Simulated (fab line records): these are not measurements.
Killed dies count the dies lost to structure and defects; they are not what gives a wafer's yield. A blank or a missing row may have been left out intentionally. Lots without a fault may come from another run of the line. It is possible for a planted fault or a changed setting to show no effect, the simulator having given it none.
Which tool is to blame? / flow sky130 / 7 lots, 21 wafers sampled, at 1 step of a route of 708

== WHAT EACH GAUGE READ, for each wafer ==
SKY_PWDE_TW_MEAS_10.
lot=L675; measured=day 4 08:00; on=film-metro-03; PWDE_TW=377 376 375
lot=L677; measured=day 4 13:40; on=film-metro-03; PWDE_TW=376 377 376
lot=L679; measured=day 5 01:36; on=film-metro-02; PWDE_TW=368 369 369
lot=L689; measured=day 7 11:19; on=film-metro-03; PWDE_TW=376 377 376
lot=L691; measured=day 7 22:28; on=film-metro-02; PWDE_TW=368 369 369
lot=L694; measured=day 8 11:46; on=film-metro-02; PWDE_TW=369 370 370
lot=L696; measured=day 9 13:32; on=film-metro-04; PWDE_TW=377 377 377

== WHICH TOOL RAN EACH LOT (tool, then ch and the chambers of the sampled wafers, then the start) ==
The record shows no process step preceding these readings.

== THE ANSWER, worked out from the rows above alone ==
Rule: what is usual is taken from the lots themselves. Put in order of their means at a reading, lots are off if they are a third of the lots or fewer, leave a main group of 4 or more, and stand apart from it by a gap of 3 or more times the standard deviation of the main group's means; of several such gaps the widest counts. The tables above print the reading to a certain number of digits; a main group whose means all agree to those digits is not used. A lot without any number at a reading at which 4 lots or more have one is off too. Any other lot the step has rows for is counted as sound.
No lot is off on any of the readings shown, so nothing can be concluded from this.

== WHAT THE SIMULATOR HAD PUT IN ==
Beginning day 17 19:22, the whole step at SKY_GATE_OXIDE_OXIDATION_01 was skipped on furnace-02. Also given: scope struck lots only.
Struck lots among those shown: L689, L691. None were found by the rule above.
